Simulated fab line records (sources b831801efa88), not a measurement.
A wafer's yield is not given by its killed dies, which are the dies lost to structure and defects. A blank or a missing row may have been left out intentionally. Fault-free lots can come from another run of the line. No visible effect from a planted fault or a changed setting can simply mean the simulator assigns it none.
fab line records / flow sky130
[record] lots = 6 wafers = 18 lastDay = 50
route steps=708 shown POLY_GATE@218
lots untouched by any fault: they come from a run of this same line in which no faults occurred
startH: start of the lot's first displayed wafer, in hours after the record's first day / waitH: time in hours since the lot's previous step / " the same as in the row above / L1.1+2: a single row standing in for several wafers / - value missing, or start not given / * or withheld: withheld / < > ~ a bound
route shown NAME@n: NAME is a module with steps in the file, n the number in the route of the first one / usual: mean and standard deviation over wafers with no fault / same: alike in all rows / chamber/n: place in a boat / sites: per-site readings / _std_site: the values' standard deviation / _edge_site: inner sites' mean taken away from outer sites' mean / radiusMm: for every site, how far away it sits from the centre of the wafer / mask NAME#n: copy n / behind: tool/chamber where the wafer was last shaped / hold: reason for holding the lot/hours on hold/outcome of the hold / device: transistor that didn't switch, given as n, p or np / end of line: at the end of the route, the tests of the same wafers / step lacking rows: just its recipe / killed: count of dies lost to structure and defects at first sort (not the wafer's yield) / map: dies across one wafer; x = killed, . = not, _ = none there
set.NAME: the setting that was run; set.NAME@STEP: the one run at that earlier step / model.NAME: the simulator's own value behind a step, which no gauge read
certain route steps with their lots: each step a table, each wafer a row
services: from which hour (startH, from the record's first day; less than 0 if before it) a tool's chamber was out of use, for how many hours, and why
[[steps]]
[step SKY_POLY_GATE_THK_MEAS_04]
[recipe] reads = Si3N4_of_POLY_GATE_CVD_03
[usual] POLY_GATE_CVD_03_THK = 74.8/0.69
lot.wafer=L289.1 tool=filmMetro-03 chamber=- startH=366.15 waitH=0.0 POLY_GATE_CVD_03_THK[nm]=75.0
lot.wafer=L289.3 tool=filmMetro-03 chamber=- startH=366.15 waitH=0.0 POLY_GATE_CVD_03_THK[nm]=75.1
lot.wafer=L289.4 tool=filmMetro-03 chamber=- startH=366.15 waitH=0.0 POLY_GATE_CVD_03_THK[nm]=74.9
lot.wafer=L296.4 tool=filmMetro-02 chamber=- startH=427.56 waitH=0.0 POLY_GATE_CVD_03_THK[nm]=74.6
lot.wafer=L296.5 tool=filmMetro-02 chamber=- startH=427.56 waitH=0.0 POLY_GATE_CVD_03_THK[nm]=74.6
lot.wafer=L296.6 tool=filmMetro-02 chamber=- startH=427.56 waitH=0.0 POLY_GATE_CVD_03_THK[nm]=74.8
lot.wafer=L297.1 tool=filmMetro-04 chamber=- startH=433.31 waitH=0.0 POLY_GATE_CVD_03_THK[nm]=74.4
lot.wafer=L297.3 tool=filmMetro-04 chamber=- startH=433.31 waitH=0.0 POLY_GATE_CVD_03_THK[nm]=74.5
lot.wafer=L297.5 tool=filmMetro-04 chamber=- startH=433.31 waitH=0.0 POLY_GATE_CVD_03_THK[nm]=74.4
lot.wafer=L299.2 tool=filmMetro-03 chamber=- startH=465.65 waitH=0.0 POLY_GATE_CVD_03_THK[nm]=75.3
lot.wafer=L299.4 tool=filmMetro-03 chamber=- startH=465.65 waitH=0.0 POLY_GATE_CVD_03_THK[nm]=75.4
lot.wafer=L299.6 tool=filmMetro-03 chamber=- startH=465.65 waitH=0.0 POLY_GATE_CVD_03_THK[nm]=75.3
lot.wafer=L307.2 tool=filmMetro-04 chamber=- startH=527.44 waitH=0.0 POLY_GATE_CVD_03_THK[nm]=74.9
lot.wafer=L307.4 tool=filmMetro-04 chamber=- startH=527.44 waitH=0.0 POLY_GATE_CVD_03_THK[nm]=73.9
lot.wafer=L307.6 tool=filmMetro-04 chamber=- startH=527.44 waitH=0.0 POLY_GATE_CVD_03_THK[nm]=74.5
lot.wafer=L308.1 tool=filmMetro-04 chamber=- startH=540.00 waitH=0.0 POLY_GATE_CVD_03_THK[nm]=74.8
lot.wafer=L308.4 tool=filmMetro-04 chamber=- startH=540.00 waitH=0.0 POLY_GATE_CVD_03_THK[nm]=74.3
lot.wafer=L308.6 tool=filmMetro-04 chamber=- startH=540.00 waitH=0.0 POLY_GATE_CVD_03_THK[nm]=74.5
[step SKY_POLY_GATE_DEHYDRATE_05]
[recipe] tempC = 200 timeS = 60
[step SKY_POLY_GATE_HMDS_06]
[recipe] primeTimeS = 60 primeTempC = 120
[step SKY_POLY_GATE_COAT_07]
[recipe] resist = BARC tempC = withheld timeS = withheld spinRpm = 3000 resistThkNm = 110
[step SKY_POLY_GATE_COAT_08]
[recipe] resist = KrF-thick spinRpm = 3000 resistThkNm = 450
[step SKY_POLY_GATE_SOFTBAKE_09]
[recipe] tempC = 100 timeS = 90 resist = KrF-thick
[step SKY_POLY_GATE_EXPOSE_10]
[recipe] maskId = P1M na = 0.68 sourceShape = conventional sigmaOuter = 0.6 targetCdNm = 150 doseMj = 28
[step SKY_POLY_GATE_PEB_11]
[recipe] pebTempC = withheld pebTimeS = withheld resist = KrF-thick
[step SKY_POLY_GATE_DEVELOP_12]
[recipe] developTimeS = 60 resist = KrF-thick devTempC = 21
[step SKY_POLY_GATE_CD_MEAS_13]
[recipe] targetCdNm = 150
[usual] cdNm = 150.3/1.2
lot.wafer=L289.1 tool=cdSem-01 chamber=- startH=395.56 waitH=- cdNm=150.7
lot.wafer=L289.3 tool=cdSem-01 chamber=- startH=395.56 waitH=- cdNm=149.6
lot.wafer=L289.4 tool=cdSem-01 chamber=- startH=395.56 waitH=- cdNm=151.0
lot.wafer=L296.4 tool=cdSem-01 chamber=- startH=458.10 waitH=- cdNm=148.5
lot.wafer=L296.5 tool=cdSem-01 chamber=- startH=458.10 waitH=- cdNm=149.9
lot.wafer=L296.6 tool=cdSem-01 chamber=- startH=458.10 waitH=- cdNm=149.2
lot.wafer=L297.1 tool=cdSem-02 chamber=- startH=464.41 waitH=- cdNm=151.2
lot.wafer=L297.3 tool=cdSem-02 chamber=- startH=464.41 waitH=- cdNm=151.8
lot.wafer=L297.5 tool=cdSem-02 chamber=- startH=464.41 waitH=- cdNm=151.7
lot.wafer=L299.2 tool=cdSem-02 chamber=- startH=496.83 waitH=- cdNm=152.4
lot.wafer=L299.4 tool=cdSem-02 chamber=- startH=496.83 waitH=- cdNm=153.6
lot.wafer=L299.6 tool=cdSem-02 chamber=- startH=496.83 waitH=- cdNm=152.3
lot.wafer=L307.2 tool=cdSem-02 chamber=- startH=557.76 waitH=- cdNm=149.7
lot.wafer=L307.4 tool=cdSem-02 chamber=- startH=557.76 waitH=- cdNm=149.2
lot.wafer=L307.6 tool=cdSem-02 chamber=- startH=557.76 waitH=- cdNm=149.1
lot.wafer=L308.1 tool=cdSem-01 chamber=- startH=569.21 waitH=- cdNm=149.1
lot.wafer=L308.4 tool=cdSem-01 chamber=- startH=569.21 waitH=- cdNm=148.1
lot.wafer=L308.6 tool=cdSem-01 chamber=- startH=569.21 waitH=- cdNm=148.6
[step SKY_POLY_GATE_OVL_MEAS_14]
[usual] POLY_GATE_OVL = 1/5.7
lot.wafer=L289.1 tool=overlay-02 chamber=- startH=395.68 waitH=0.1 POLY_GATE_OVL[nm]=10
lot.wafer=L289.3 tool=overlay-02 chamber=- startH=395.68 waitH=0.1 POLY_GATE_OVL[nm]=7
lot.wafer=L289.4 tool=overlay-02 chamber=- startH=395.68 waitH=0.1 POLY_GATE_OVL[nm]=7
lot.wafer=L296.4 tool=overlay-02 chamber=- startH=458.18 waitH=0.1 POLY_GATE_OVL[nm]=3
lot.wafer=L296.5 tool=overlay-02 chamber=- startH=458.18 waitH=0.1 POLY_GATE_OVL[nm]=4
lot.wafer=L296.6 tool=overlay-02 chamber=- startH=458.18 waitH=0.1 POLY_GATE_OVL[nm]=-2
lot.wafer=L297.1 tool=overlay-01 chamber=- startH=464.53 waitH=0.1 POLY_GATE_OVL[nm]=-5
lot.wafer=L297.3 tool=overlay-01 chamber=- startH=464.53 waitH=0.1 POLY_GATE_OVL[nm]=-4
lot.wafer=L297.5 tool=overlay-01 chamber=- startH=464.53 waitH=0.1 POLY_GATE_OVL[nm]=-2
lot.wafer=L299.2 tool=overlay-01 chamber=- startH=496.94 waitH=0.1 POLY_GATE_OVL[nm]=9
lot.wafer=L299.4 tool=overlay-01 chamber=- startH=496.94 waitH=0.1 POLY_GATE_OVL[nm]=7
lot.wafer=L299.6 tool=overlay-01 chamber=- startH=496.94 waitH=0.1 POLY_GATE_OVL[nm]=0
lot.wafer=L307.2 tool=overlay-01 chamber=- startH=557.87 waitH=0.1 POLY_GATE_OVL[nm]=9
lot.wafer=L307.4 tool=overlay-01 chamber=- startH=557.87 waitH=0.1 POLY_GATE_OVL[nm]=3
lot.wafer=L307.6 tool=overlay-01 chamber=- startH=557.87 waitH=0.1 POLY_GATE_OVL[nm]=11
lot.wafer=L308.1 tool=overlay-02 chamber=- startH=569.33 waitH=0.1 POLY_GATE_OVL[nm]=6
lot.wafer=L308.4 tool=overlay-02 chamber=- startH=569.33 waitH=0.1 POLY_GATE_OVL[nm]=2
lot.wafer=L308.6 tool=overlay-02 chamber=- startH=569.33 waitH=0.1 POLY_GATE_OVL[nm]=12
[step SKY_POLY_GATE_ETCH_15]
[recipe] chemistry = N2/H2 target = BARC ionEnergyEv = 200 sourceW = 500 biasW = 100 pressureMtorr = 30 n2FlowSccm = 100 h2FlowSccm = 200 stopOn = SiO2 timeS = 118.5 targetDepthA = 1100
[usual] drypumpMotorCurrentA = 5.9/0.46 oesProductAu = 0.716/0.005 throttleValvePct = 13.213/0.0093
lot.wafer=L289.1 tool=rieDiel-02 chamber=2 startH=395.72 waitH=0.0 drypumpMotorCurrentA=5.9 oesProductAu=0.714 rfHoursCounterH=93 throttleValvePct=13.208
lot.wafer=L289.3 tool=rieDiel-02 chamber=0 startH=395.72 waitH=0.0 drypumpMotorCurrentA=5.7 oesProductAu=0.714 rfHoursCounterH=23 throttleValvePct=13.206
lot.wafer=L289.4 tool=rieDiel-02 chamber=3 startH=395.72 waitH=0.0 drypumpMotorCurrentA=5.2 oesProductAu=0.718 rfHoursCounterH=- throttleValvePct=13.214
lot.wafer=L296.4 tool=rieDiel-04 chamber=1 startH=458.20 waitH=0.0 drypumpMotorCurrentA=5.7 oesProductAu=0.715 rfHoursCounterH=82 throttleValvePct=13.193
lot.wafer=L296.5 tool=rieDiel-04 chamber=3 startH=458.20 waitH=0.0 drypumpMotorCurrentA=6.3 oesProductAu=0.710 rfHoursCounterH=- throttleValvePct=13.214
lot.wafer=L296.6 tool=rieDiel-04 chamber=2 startH=458.20 waitH=0.0 drypumpMotorCurrentA=5.3 oesProductAu=0.718 rfHoursCounterH=- throttleValvePct=13.200
lot.wafer=L297.1 tool=rieDiel-04 chamber=2 startH=464.57 waitH=0.0 drypumpMotorCurrentA=5.2 oesProductAu=0.718 rfHoursCounterH=81 throttleValvePct=13.212
lot.wafer=L297.3 tool=rieDiel-04 chamber=1 startH=464.57 waitH=0.0 drypumpMotorCurrentA=5.7 oesProductAu=0.711 rfHoursCounterH=82 throttleValvePct=13.212
lot.wafer=L297.5 tool=rieDiel-04 chamber=2 startH=464.57 waitH=0.0 drypumpMotorCurrentA=5.2 oesProductAu=0.705 rfHoursCounterH=- throttleValvePct=13.204
lot.wafer=L299.2 tool=rieDiel-04 chamber=0 startH=496.97 waitH=0.0 drypumpMotorCurrentA=5.9 oesProductAu=0.713 rfHoursCounterH=79 throttleValvePct=13.229
lot.wafer=L299.4 tool=rieDiel-04 chamber=2 startH=496.97 waitH=0.0 drypumpMotorCurrentA=5.2 oesProductAu=0.723 rfHoursCounterH=81 throttleValvePct=13.217
lot.wafer=L299.6 tool=rieDiel-04 chamber=0 startH=496.97 waitH=0.0 drypumpMotorCurrentA=6.0 oesProductAu=0.720 rfHoursCounterH=- throttleValvePct=13.214
lot.wafer=L307.2 tool=rieDiel-02 chamber=2 startH=557.90 waitH=0.0 drypumpMotorCurrentA=5.9 oesProductAu=0.713 rfHoursCounterH=1 throttleValvePct=13.199
lot.wafer=L307.4 tool=rieDiel-02 chamber=0 startH=557.90 waitH=0.0 drypumpMotorCurrentA=5.7 oesProductAu=0.713 rfHoursCounterH=26 throttleValvePct=13.210
lot.wafer=L307.6 tool=rieDiel-02 chamber=0 startH=557.90 waitH=0.0 drypumpMotorCurrentA=5.7 oesProductAu=0.719 rfHoursCounterH=- throttleValvePct=13.204
lot.wafer=L308.1 tool=rieDiel-03 chamber=2 startH=569.37 waitH=0.0 drypumpMotorCurrentA=5.6 oesProductAu=0.712 rfHoursCounterH=6 throttleValvePct=13.211
lot.wafer=L308.4 tool=rieDiel-03 chamber=3 startH=569.37 waitH=0.0 drypumpMotorCurrentA=5.4 oesProductAu=0.722 rfHoursCounterH=8 throttleValvePct=13.224
lot.wafer=L308.6 tool=rieDiel-03 chamber=3 startH=569.37 waitH=0.0 drypumpMotorCurrentA=5.4 oesProductAu=0.722 rfHoursCounterH=- throttleValvePct=13.205
[step SKY_POLY_GATE_ETCH_16]
[recipe] stopOn = poly-Si chemistry = CH3F/O2 target = Si3N4 sourceW = 400 biasW = 80 pressureMtorr = 25 ch3fFlowSccm = 40 O2_flow_sccm = 30 timeS = 147.5 targetDepthA = 750
[usual] drypumpMotorCurrentA = 5.9/0.46 oesProductAu = 0.640/0.0055 throttleValvePct = 10.534/0.0099
lot.wafer=L289.1 tool=rieDiel-02 chamber=2 startH=395.80 waitH=0.0 drypumpMotorCurrentA=5.9 oesProductAu=0.637 rfHoursCounterH=93 throttleValvePct=10.534 model.KrF-thick_of_POLY_GATE_COAT_08.thkNm=234.7
lot.wafer=L289.3 tool=rieDiel-02 chamber=0 startH=395.80 waitH=0.0 drypumpMotorCurrentA=5.7 oesProductAu=0.637 rfHoursCounterH=23 throttleValvePct=10.532 model.KrF-thick_of_POLY_GATE_COAT_08.thkNm=235.4
lot.wafer=L289.4 tool=rieDiel-02 chamber=3 startH=395.80 waitH=0.0 drypumpMotorCurrentA=5.2 oesProductAu=0.635 rfHoursCounterH=- throttleValvePct=10.547 model.KrF-thick_of_POLY_GATE_COAT_08.thkNm=234.5
lot.wafer=L296.4 tool=rieDiel-04 chamber=1 startH=458.28 waitH=0.0 drypumpMotorCurrentA=5.7 oesProductAu=0.637 rfHoursCounterH=82 throttleValvePct=10.523 model.KrF-thick_of_POLY_GATE_COAT_08.thkNm=235.6
lot.wafer=L296.5 tool=rieDiel-04 chamber=3 startH=458.28 waitH=0.0 drypumpMotorCurrentA=6.3 oesProductAu=0.634 rfHoursCounterH=- throttleValvePct=10.519 model.KrF-thick_of_POLY_GATE_COAT_08.thkNm=232.1
lot.wafer=L296.6 tool=rieDiel-04 chamber=2 startH=458.28 waitH=0.0 drypumpMotorCurrentA=5.2 oesProductAu=0.638 rfHoursCounterH=- throttleValvePct=10.532 model.KrF-thick_of_POLY_GATE_COAT_08.thkNm=233.5
lot.wafer=L297.1 tool=rieDiel-04 chamber=2 startH=464.65 waitH=0.0 drypumpMotorCurrentA=5.2 oesProductAu=0.639 rfHoursCounterH=81 throttleValvePct=10.552 model.KrF-thick_of_POLY_GATE_COAT_08.thkNm=237.1
lot.wafer=L297.3 tool=rieDiel-04 chamber=1 startH=464.65 waitH=0.0 drypumpMotorCurrentA=5.7 oesProductAu=0.640 rfHoursCounterH=82 throttleValvePct=10.534 model.KrF-thick_of_POLY_GATE_COAT_08.thkNm=239.2
lot.wafer=L297.5 tool=rieDiel-04 chamber=2 startH=464.65 waitH=0.0 drypumpMotorCurrentA=5.2 oesProductAu=0.641 rfHoursCounterH=- throttleValvePct=10.542 model.KrF-thick_of_POLY_GATE_COAT_08.thkNm=276.5
lot.wafer=L299.2 tool=rieDiel-04 chamber=0 startH=497.05 waitH=0.0 drypumpMotorCurrentA=6.0 oesProductAu=0.640 rfHoursCounterH=79 throttleValvePct=10.532 model.KrF-thick_of_POLY_GATE_COAT_08.thkNm=275.6
lot.wafer=L299.4 tool=rieDiel-04 chamber=2 startH=497.05 waitH=0.0 drypumpMotorCurrentA=5.2 oesProductAu=0.647 rfHoursCounterH=81 throttleValvePct=10.533 model.KrF-thick_of_POLY_GATE_COAT_08.thkNm=234.9
lot.wafer=L299.6 tool=rieDiel-04 chamber=0 startH=497.05 waitH=0.0 drypumpMotorCurrentA=6.1 oesProductAu=0.644 rfHoursCounterH=- throttleValvePct=10.519 model.KrF-thick_of_POLY_GATE_COAT_08.thkNm=238.4
lot.wafer=L307.2 tool=rieDiel-02 chamber=2 startH=557.98 waitH=0.0 drypumpMotorCurrentA=5.9 oesProductAu=0.644 rfHoursCounterH=1 throttleValvePct=10.543 model.KrF-thick_of_POLY_GATE_COAT_08.thkNm=231.9
lot.wafer=L307.4 tool=rieDiel-02 chamber=0 startH=557.98 waitH=0.0 drypumpMotorCurrentA=5.7 oesProductAu=0.638 rfHoursCounterH=27 throttleValvePct=10.533 model.KrF-thick_of_POLY_GATE_COAT_08.thkNm=234.3
lot.wafer=L307.6 tool=rieDiel-02 chamber=0 startH=557.98 waitH=0.0 drypumpMotorCurrentA=5.7 oesProductAu=0.647 rfHoursCounterH=- throttleValvePct=10.537 model.KrF-thick_of_POLY_GATE_COAT_08.thkNm=235.7
lot.wafer=L308.1 tool=rieDiel-03 chamber=2 startH=569.45 waitH=0.0 drypumpMotorCurrentA=5.6 oesProductAu=0.637 rfHoursCounterH=6 throttleValvePct=10.524 model.KrF-thick_of_POLY_GATE_COAT_08.thkNm=239.6
lot.wafer=L308.4 tool=rieDiel-03 chamber=3 startH=569.45 waitH=0.0 drypumpMotorCurrentA=5.4 oesProductAu=0.641 rfHoursCounterH=8 throttleValvePct=10.533 model.KrF-thick_of_POLY_GATE_COAT_08.thkNm=237.7
lot.wafer=L308.6 tool=rieDiel-03 chamber=3 startH=569.45 waitH=0.0 drypumpMotorCurrentA=5.4 oesProductAu=0.636 rfHoursCounterH=- throttleValvePct=10.551 model.KrF-thick_of_POLY_GATE_COAT_08.thkNm=238
[step SKY_POLY_GATE_ETCH_17]
[recipe] targetDepthNm = 180 stopOn = SiO2 overEtchFrac = 0.56667 chemistry = HBr/Cl2 target = poly-Si icpW = 400 biasW = 100 pressureMtorr = 10 HBr_flow_sccm = 150 Cl2_flow_sccm = 50 timeS = 70.5
[usual] drypumpMotorCurrentA = 5.7/0.31 oesProductAu = 0.983/0.0052 throttleValvePct = 33.684/0.0089
lot.wafer=L289.1 tool=rieSi-02 chamber=2 startH=395.90 waitH=0.0 drypumpMotorCurrentA=6.3 oesProductAu=0.985 rfHoursCounterH=1 throttleValvePct=33.682 model.KrF-thick_of_POLY_GATE_COAT_08.thkNm=140.5
lot.wafer=L289.3 tool=rieSi-02 chamber=0 startH=395.90 waitH=0.0 drypumpMotorCurrentA=5.9 oesProductAu=0.982 rfHoursCounterH=64 throttleValvePct=33.684 model.KrF-thick_of_POLY_GATE_COAT_08.thkNm=142.3
lot.wafer=L289.4 tool=rieSi-02 chamber=1 startH=395.90 waitH=0.0 drypumpMotorCurrentA=5.9 oesProductAu=0.981 rfHoursCounterH=2 throttleValvePct=33.692 model.KrF-thick_of_POLY_GATE_COAT_08.thkNm=140.7
lot.wafer=L296.4 tool=rieSi-02 chamber=0 startH=458.38 waitH=0.0 drypumpMotorCurrentA=5.9 oesProductAu=0.979 rfHoursCounterH=64 throttleValvePct=33.678 model.KrF-thick_of_POLY_GATE_COAT_08.thkNm=142.3
lot.wafer=L296.5 tool=rieSi-02 chamber=3 startH=458.38 waitH=0.0 drypumpMotorCurrentA=5.2 oesProductAu=0.985 rfHoursCounterH=- throttleValvePct=33.689 model.KrF-thick_of_POLY_GATE_COAT_08.thkNm=138.2
lot.wafer=L296.6 tool=rieSi-02 chamber=0 startH=458.38 waitH=0.0 drypumpMotorCurrentA=5.9 oesProductAu=0.985 rfHoursCounterH=- throttleValvePct=33.677 model.KrF-thick_of_POLY_GATE_COAT_08.thkNm=139
lot.wafer=L297.1 tool=rieSi-01 chamber=2 startH=464.75 waitH=0.0 drypumpMotorCurrentA=5.7 oesProductAu=0.986 rfHoursCounterH=2 throttleValvePct=33.677 model.KrF-thick_of_POLY_GATE_COAT_08.thkNm=143.1
lot.wafer=L297.3 tool=rieSi-01 chamber=1 startH=464.75 waitH=0.0 drypumpMotorCurrentA=5.6 oesProductAu=0.978 rfHoursCounterH=5 throttleValvePct=33.672 model.KrF-thick_of_POLY_GATE_COAT_08.thkNm=145.8
lot.wafer=L297.5 tool=rieSi-01 chamber=2 startH=464.75 waitH=0.0 drypumpMotorCurrentA=5.7 oesProductAu=0.999 rfHoursCounterH=- throttleValvePct=33.691 model.KrF-thick_of_POLY_GATE_COAT_08.thkNm=182.6
lot.wafer=L299.2 tool=rieSi-01 chamber=2 startH=497.15 waitH=0.0 drypumpMotorCurrentA=5.7 oesProductAu=0.984 rfHoursCounterH=2 throttleValvePct=33.693 model.KrF-thick_of_POLY_GATE_COAT_08.thkNm=181.6
lot.wafer=L299.4 tool=rieSi-01 chamber=0 startH=497.15 waitH=0.0 drypumpMotorCurrentA=5.5 oesProductAu=0.982 rfHoursCounterH=4 throttleValvePct=33.693 model.KrF-thick_of_POLY_GATE_COAT_08.thkNm=140.5
lot.wafer=L299.6 tool=rieSi-01 chamber=3 startH=497.15 waitH=0.0 drypumpMotorCurrentA=5.7 oesProductAu=0.973 rfHoursCounterH=- throttleValvePct=33.690 model.KrF-thick_of_POLY_GATE_COAT_08.thkNm=144.3
lot.wafer=L307.2 tool=rieSi-02 chamber=3 startH=558.08 waitH=0.0 drypumpMotorCurrentA=5.2 oesProductAu=0.982 rfHoursCounterH=7 throttleValvePct=33.699 model.KrF-thick_of_POLY_GATE_COAT_08.thkNm=137.7
lot.wafer=L307.4 tool=rieSi-02 chamber=1 startH=558.08 waitH=0.0 drypumpMotorCurrentA=5.9 oesProductAu=0.982 rfHoursCounterH=3 throttleValvePct=33.683 model.KrF-thick_of_POLY_GATE_COAT_08.thkNm=140.3
lot.wafer=L307.6 tool=rieSi-02 chamber=1 startH=558.08 waitH=0.0 drypumpMotorCurrentA=5.8 oesProductAu=0.976 rfHoursCounterH=- throttleValvePct=33.684 model.KrF-thick_of_POLY_GATE_COAT_08.thkNm=141.9
lot.wafer=L308.1 tool=rieSi-01 chamber=0 startH=569.55 waitH=0.0 drypumpMotorCurrentA=5.5 oesProductAu=0.981 rfHoursCounterH=4 throttleValvePct=33.698 model.KrF-thick_of_POLY_GATE_COAT_08.thkNm=145
lot.wafer=L308.4 tool=rieSi-01 chamber=2 startH=569.55 waitH=0.0 drypumpMotorCurrentA=5.7 oesProductAu=0.984 rfHoursCounterH=2 throttleValvePct=33.688 model.KrF-thick_of_POLY_GATE_COAT_08.thkNm=142.9
lot.wafer=L308.6 tool=rieSi-01 chamber=0 startH=569.55 waitH=0.0 drypumpMotorCurrentA=5.5 oesProductAu=0.987 rfHoursCounterH=- throttleValvePct=33.672 model.KrF-thick_of_POLY_GATE_COAT_08.thkNm=143.9
[step SKY_POLY_GATE_STRIP_18]
[recipe] chemistry = O2/N2 powerW = 1400 pressureMtorr = 1500 platenTempC = withheld o2FlowSccm = 3000 n2FlowSccm = 300 overashFraction = 0.5
[usual] drypumpMotorCurrentA = 5.8/0.42 oesProductAu = 0.362/0.0047 stripTimeToEndpointS = 3.19/0.031
lot.wafer=L289.1 tool=plasmaAsher-02 chamber=0 startH=395.95 waitH=0.0 drypumpMotorCurrentA=5.9 oesProductAu=0.366 rfHoursCounterH=57 stripTimeToEndpointS=3.17
lot.wafer=L289.3 tool=plasmaAsher-02 chamber=1 startH=395.95 waitH=0.0 drypumpMotorCurrentA=6.2 oesProductAu=0.362 rfHoursCounterH=- stripTimeToEndpointS=3.18
lot.wafer=L289.4 tool=plasmaAsher-02 chamber=0 startH=395.95 waitH=0.0 drypumpMotorCurrentA=5.9 oesProductAu=0.358 rfHoursCounterH=- stripTimeToEndpointS=3.19
lot.wafer=L296.4 tool=plasmaAsher-04 chamber=1 startH=458.47 waitH=0.1 drypumpMotorCurrentA=5.5 oesProductAu=0.366 rfHoursCounterH=- stripTimeToEndpointS=3.22
lot.wafer=L296.5 tool=plasmaAsher-04 chamber=1 startH=458.47 waitH=0.1 drypumpMotorCurrentA=5.5 oesProductAu=0.360 rfHoursCounterH=- stripTimeToEndpointS=3.15
lot.wafer=L296.6 tool=plasmaAsher-04 chamber=0 startH=458.47 waitH=0.1 drypumpMotorCurrentA=5.3 oesProductAu=0.364 rfHoursCounterH=- stripTimeToEndpointS=3.15
lot.wafer=L297.1 tool=plasmaAsher-04 chamber=1 startH=464.80 waitH=0.0 drypumpMotorCurrentA=5.5 oesProductAu=0.357 rfHoursCounterH=77 stripTimeToEndpointS=3.22
lot.wafer=L297.3 tool=plasmaAsher-04 chamber=0 startH=464.80 waitH=0.0 drypumpMotorCurrentA=5.3 oesProductAu=0.366 rfHoursCounterH=- stripTimeToEndpointS=3.24
lot.wafer=L297.5 tool=plasmaAsher-04 chamber=0 startH=464.80 waitH=0.0 drypumpMotorCurrentA=5.3 oesProductAu=0.391 rfHoursCounterH=- stripTimeToEndpointS=3.62
lot.wafer=L299.2 tool=plasmaAsher-02 chamber=1 startH=497.20 waitH=0.0 drypumpMotorCurrentA=6.2 oesProductAu=0.377 rfHoursCounterH=68 stripTimeToEndpointS=3.62
lot.wafer=L299.4 tool=plasmaAsher-02 chamber=1 startH=497.20 waitH=0.0 drypumpMotorCurrentA=6.2 oesProductAu=0.353 rfHoursCounterH=- stripTimeToEndpointS=3.18
lot.wafer=L299.6 tool=plasmaAsher-02 chamber=1 startH=497.20 waitH=0.0 drypumpMotorCurrentA=6.2 oesProductAu=0.360 rfHoursCounterH=- stripTimeToEndpointS=3.22
lot.wafer=L307.2 tool=plasmaAsher-04 chamber=0 startH=558.13 waitH=0.0 drypumpMotorCurrentA=5.3 oesProductAu=0.364 rfHoursCounterH=86 stripTimeToEndpointS=3.14
lot.wafer=L307.4 tool=plasmaAsher-04 chamber=0 startH=558.13 waitH=0.0 drypumpMotorCurrentA=5.3 oesProductAu=0.360 rfHoursCounterH=- stripTimeToEndpointS=3.18
lot.wafer=L307.6 tool=plasmaAsher-04 chamber=1 startH=558.13 waitH=0.0 drypumpMotorCurrentA=5.4 oesProductAu=0.361 rfHoursCounterH=- stripTimeToEndpointS=3.19
lot.wafer=L308.1 tool=plasmaAsher-02 chamber=1 startH=569.60 waitH=0.0 drypumpMotorCurrentA=6.2 oesProductAu=0.358 rfHoursCounterH=75 stripTimeToEndpointS=3.22
lot.wafer=L308.4 tool=plasmaAsher-02 chamber=0 startH=569.60 waitH=0.0 drypumpMotorCurrentA=5.9 oesProductAu=0.370 rfHoursCounterH=- stripTimeToEndpointS=3.19
lot.wafer=L308.6 tool=plasmaAsher-02 chamber=1 startH=569.60 waitH=0.0 drypumpMotorCurrentA=6.2 oesProductAu=0.360 rfHoursCounterH=- stripTimeToEndpointS=3.22
[step SKY_POLY_GATE_CLEAN_19]
[recipe] chemistry = SC1/SC2 mix = 1:4:20 tempC = 70 timeS = 150 dry = n2Spin
[[services]]
tool=plasmaAsher-02 chamber=- startH=380.16 hours=2.7 kind=repair
tool=rieDiel-02 chamber=1 startH=388.87 hours=9.0 kind=repair
tool=rieSi-01 chamber=3 startH=388.89 hours=29.9 kind=repair
tool=rieDiel-03 chamber=2 startH=416.59 hours=5.8 kind=repair
tool=rieSi-01 chamber=0 startH=429.29 hours=2.9 kind=repair
tool=rieDiel-02 chamber=- startH=450.16 hours=1.6 kind=repair
tool=rieSi-02 chamber=0 startH=462.25 hours=- kind=clean
tool=rieSi-02 chamber=0 startH=462.25 hours=18.5 kind=scheduledDown
tool=rieSi-02 chamber=0 startH=462.25 hours=18.5 kind=ventCycle
tool=rieDiel-04 chamber=1 startH=480.81 hours=5.9 kind=repair
tool=rieDiel-02 chamber=2 startH=487.76 hours=- kind=clean
tool=rieDiel-02 chamber=2 startH=487.76 hours=31.6 kind=scheduledDown
tool=rieDiel-02 chamber=2 startH=487.76 hours=31.6 kind=ventCycle
tool=rieDiel-03 chamber=0 startH=487.92 hours=5.3 kind=repair
tool=rieDiel-03 chamber=1 startH=509.48 hours=- kind=clean
tool=rieDiel-03 chamber=1 startH=509.48 hours=17.5 kind=scheduledDown
tool=rieDiel-03 chamber=1 startH=509.48 hours=17.5 kind=ventCycle
tool=rieSi-02 chamber=1 startH=517.39 hours=2.2 kind=repair
tool=rieSi-01 chamber=0 startH=522.96 hours=15.4 kind=repair
tool=rieSi-02 chamber=2 startH=527.38 hours=10.9 kind=repair
tool=rieDiel-04 chamber=1 startH=548.12 hours=- kind=clean
tool=rieDiel-04 chamber=1 startH=548.12 hours=29.6 kind=scheduledDown
tool=rieDiel-04 chamber=1 startH=548.12 hours=29.6 kind=ventCycle
tool=rieDiel-03 chamber=1 startH=567.80 hours=1.3 kind=repair
[[key]]
[firstSign] step = SKY_POLY_GATE_STRIP_18 reading = stripTimeToEndpointS direction = up sigmas = 14 usual = * struck = *
[effect] step = SKY_POLY_GATE_STRIP_18 reading = oesProductAu direction = up sigmas = 4.6 usual = 0.362 struck = 0.384
[modelEffect] step = SKY_POLY_GATE_ETCH_16 value = KrF-thick_of_POLY_GATE_COAT_08.thkNm without = 236.9 struck = 276
[modelEffect] step = SKY_POLY_GATE_ETCH_17 value = KrF-thick_of_POLY_GATE_COAT_08.thkNm without = 143 struck = 182.1
metAt SKY_POLY_GATE_ETCH_16
struckWafers L297.5,L299.2
testerLeftOut L297,L299
onsetBetween 458.28 464.65
[fault] kind = processParameterDrift tool = rieDiel-04 chamber = - onsetH = 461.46 steps = SKY_POLY_GATE_ETCH_16 channel = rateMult offset = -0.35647 shape = step endH = 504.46 scope = struckWafersOnly
// testerLeftOut: of these lots the tester's yield and bins aren't shown, on N5 and GAA mostly nor the transistor test; their killed dies are dies lost to structure and defects alone, not to doping, threshold or leakage, so they don't give the yield
